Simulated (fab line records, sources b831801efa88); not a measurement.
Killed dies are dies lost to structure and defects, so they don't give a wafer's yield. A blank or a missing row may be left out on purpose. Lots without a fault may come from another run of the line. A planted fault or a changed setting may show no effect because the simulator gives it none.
A struck lot beside a sound one | flow sfq_line | 42 steps out of a route of 325
Sound: wafers L686.2, L686.3, L686.4. Struck: wafers L688.1, L688.4. (L688.3 of the same lot was not struck and is left out.) The cause comes at the end.
At each step with rows: each side's tool, then ch and its chambers, then its first start. Under that, the readings that differ: sound wafers | struck wafers | difference of the means | sigmas: that difference in standard deviations of wafers without a fault.
alike: readings whose means differ by less than 2 such deviations, and words and numbers that are the same on both sides. not compared: withheld readings, readings that some wafer has no value for, bounds like >300 that may hide the same value, and numbers for which the record gives no deviation and whose values overlap.
The two part at a step that has a row with sigmas, a row that says differs or no value, or rows on one side only. Numbers that don't overlap but have no deviation are shown without sigmas and don't part them. A reading that every wafer of one side lacks parts them only if that side has two wafers or more.

first, 6 steps without rows for these wafers: SFQ_TRILAYER_M4_LITHO_COAT_098 (resist thk 62 nm); SFQ_TRILAYER_M4_LITHO_COAT_093 (resist thk 600 nm); SFQ_TRILAYER_M4_LITHO_SOFTBAKE_097; SFQ_TRILAYER_M4_LITHO_EXPOSE_094 (exposes mask M4, target cd 500 nm); SFQ_TRILAYER_M4_LITHO_PEB_096 (peb time 60 s); SFQ_TRILAYER_M4_LITHO_DEVELOP_095 (time 60 s).
SFQ_M4_OVL_MEAS_926:
  sound on overlay-02, day 51 17:29; struck on overlay-01, day 52 15:05
  alike: M4_OVL
then, 1 step without rows for these wafers: SFQ_TRILAYER_M4_BARC_OPEN_METAL_ETCH_123 (etches BARC in O2, target depth 125 nm, time 41.7 s).
SFQ_TRILAYER_M4_ETCH_METAL_ETCH_096: etches Nb in Cl2/Ar, stops on SiO2, target depth 240 nm, time 120 s.
  sound on rie_metal-04 ch 0,1, day 51 17:34; struck on rie_metal-02 ch 1, day 52 15:10
  alike: drypump_motor_current_A, oes_product_au
  not compared: rf_hours_counter_h
then, 3 steps without rows for these wafers: SFQ_TRILAYER_M4_STRIP_STRIP_097 (strips in O2); SFQ_TRILAYER_M4_STRIP_SOLV_CLEAN_098 (cleans in NMP, time 600 s); SFQ_TRILAYER_I4_DEP_PECVD_099 (deposits SiO2 from SiH4/N2O, time 111.11 s, target thk 500 nm).
SFQ_TRILAYER_I4_CMP_CMP_100: polishes SiO2.
  sound on cmp-01 ch 0,2,3, day 51 20:19; struck on cmp-01 ch 2,3, day 52 18:54
  reading                                             | sound             | struck    | difference | sigmas
  model.SiO2_of_TRILAYER_I4_DEP_PECVD_099.thk_nm (nm) | 200.3 198.3 201.3 | 178 180.8 | -21        |
  alike: motor_current_A, time_to_endpoint_s
SFQ_I4_BOW_MEAS_927:
  sound on film_metro-01, day 51 23:20; struck on film_metro-03, day 52 21:24
  alike: I4_BOW
SFQ_TRILAYER_I4_METRO_MEASURE_101:
  sound on film_metro-01, day 51 23:38; struck on film_metro-03, day 52 21:31
  reading     | sound             | struck      | difference | sigmas
  thk_nm (nm) | 200.2 198.3 201.4 | 178.0 180.8 | -20.6      | -17
then, 6 steps without rows for these wafers: SFQ_TRILAYER_I4_VIA_LITHO_COAT_108 (resist thk 62 nm); SFQ_TRILAYER_I4_VIA_LITHO_COAT_103 (resist thk 650 nm); SFQ_TRILAYER_I4_VIA_LITHO_SOFTBAKE_107; SFQ_TRILAYER_I4_VIA_LITHO_EXPOSE_104 (exposes mask I4, target cd 700 nm); SFQ_TRILAYER_I4_VIA_LITHO_PEB_106 (peb time 60 s); SFQ_TRILAYER_I4_VIA_LITHO_DEVELOP_105 (time 60 s).
-- the record jumps here: 4 days lie between the struck wafers' starts before and after --
SFQ_I4_OVL_MEAS_928:
  sound on overlay-01, day 52 02:53; struck on overlay-01, day 57 05:17
  alike: I4_OVL
then, 1 step without rows for these wafers: SFQ_TRILAYER_I4_VIA_BARC_OPEN_VIA_ETCH_146 (etches BARC in O2, target depth 125 nm, time 41.7 s).
SFQ_TRILAYER_I4_VIA_ETCH_VIA_ETCH_106: etches SiO2 in CHF3, stops on Nb, target depth 260 nm.
  sound on rie_diel-03 ch 0,2,3, day 52 02:57; struck on rie_diel-03 ch 0,2, day 57 05:22
  reading                        | sound             | struck      | difference | sigmas
  oes_product_au (a.u.)          | 0.852 0.860 0.857 | 0.804 0.803 | -0.053     | -10
  model.I4.feature_depth_nm (nm) | 200.3 198.3 201.3 | 178 180.8   | -21        |
  model.etch.depth_nm (nm)       | 200.3 198.3 201.3 | 178 180.8   | -21        |
  alike: drypump_motor_current_A
SFQ_TRILAYER_I4_VIA_STRIP_STRIP_107: strips in O2.
  sound on rie_metal-04 ch 0,1, day 52 03:04; struck on rie_metal-01 ch 0, day 57 05:29
  alike: drypump_motor_current_A, oes_product_au
  not compared: rf_hours_counter_h
then, 2 steps without rows for these wafers: SFQ_TRILAYER_I4_VIA_STRIP_SOLV_CLEAN_108 (cleans in NMP, time 600 s); SFQ_TRILAYER_JJ_TRILAYER_DEP_PRE_CLEAN_113 (time 22.5 s).
SFQ_TRILAYER_JJ_TRILAYER_DEP_SPUTTER_109: material Nb, target thk 150 nm, time 100 s.
  sound on pvd_sputter-04, day 52 03:52; struck on pvd_sputter-05, day 57 06:17
  alike: throttle_valve_pct
SFQ_TRILAYER_JJ_TRILAYER_DEP_SPUTTER_110: material Al, target thk 8 nm, time 10 s.
  sound on pvd_sputter-04, day 52 03:56; struck on pvd_sputter-05, day 57 06:22
  alike: throttle_valve_pct
then, 2 steps without rows for these wafers: SFQ_TRILAYER_JJ_TRILAYER_DEP_AL_OXIDATION_111 (oxidation time 600 s); SFQ_TRILAYER_JJ_TRILAYER_DEP_SPUTTER_112 (material Nb, target thk 170 nm, time 113.3 s).
SFQ_JJ_RS_MEAS_929: measures by four-point-probe.
  sound on film_metro-03, day 52 05:04; struck on film_metro-03, day 57 07:28
  alike: JJ_NB_RS
then, 6 steps without rows for these wafers: SFQ_TRILAYER_JJ_CE_LITHO_COAT_119 (resist thk 62 nm); SFQ_TRILAYER_JJ_CE_LITHO_COAT_114 (resist thk 600 nm); SFQ_TRILAYER_JJ_CE_LITHO_SOFTBAKE_118; SFQ_TRILAYER_JJ_CE_LITHO_EXPOSE_115 (exposes mask J5, target cd 700 nm); SFQ_TRILAYER_JJ_CE_LITHO_PEB_117 (peb time 60 s); SFQ_TRILAYER_JJ_CE_LITHO_DEVELOP_116 (time 60 s).
-- the record jumps here: 3 days lie between the struck wafers' starts before and after --
SFQ_JJ_OVL_MEAS_931:
  sound on overlay-02, day 55 09:48; struck on overlay-01, day 60 16:41
  alike: J5_OVL
then, 1 step without rows for these wafers: SFQ_TRILAYER_JJ_CE_METRO_MEASURE_117.
SFQ_TRILAYER_JJ_CE_BARC_OPEN_RIE_150: chemistry O2, target BARC, target depth 240 nm, time 80 s.
  sound on rie_metal-04 ch 0,1, day 55 11:02; struck on rie_metal-02 ch 0,1, day 60 17:55
  alike: drypump_motor_current_A, oes_product_au
  not compared: rf_hours_counter_h
SFQ_TRILAYER_M5_ETCH_METAL_ETCH_126: etches Nb in Cl2/BCl3, stops on SiO2, time 203.2 s, target depth 265 nm.
  sound on rie_metal-02 ch 0,1, day 55 21:53; struck on rie_metal-02 ch 0,1, day 61 06:08
  reading                                             | sound             | struck      | difference | sigmas
  model.SiO2_of_TRILAYER_I4_DEP_PECVD_099.thk_nm (nm) | 180.5 178.7 181.6 | 158.2 161.2 | -20.6      |
  alike: drypump_motor_current_A, oes_product_au
  not compared: rf_hours_counter_h

WHERE THEY PART
First at SFQ_TRILAYER_I4_METRO_MEASURE_101; last, within this record, at SFQ_TRILAYER_I4_VIA_ETCH_VIA_ETCH_106. Later steps at which nothing parts them and some readings are alike: SFQ_TRILAYER_I4_VIA_STRIP_STRIP_107, SFQ_TRILAYER_JJ_TRILAYER_DEP_SPUTTER_109, SFQ_TRILAYER_JJ_TRILAYER_DEP_SPUTTER_110, SFQ_JJ_RS_MEAS_929, SFQ_JJ_OVL_MEAS_931, SFQ_TRILAYER_JJ_CE_BARC_OPEN_RIE_150, SFQ_TRILAYER_M5_ETCH_METAL_ETCH_126.

WHY: what the simulator had put in
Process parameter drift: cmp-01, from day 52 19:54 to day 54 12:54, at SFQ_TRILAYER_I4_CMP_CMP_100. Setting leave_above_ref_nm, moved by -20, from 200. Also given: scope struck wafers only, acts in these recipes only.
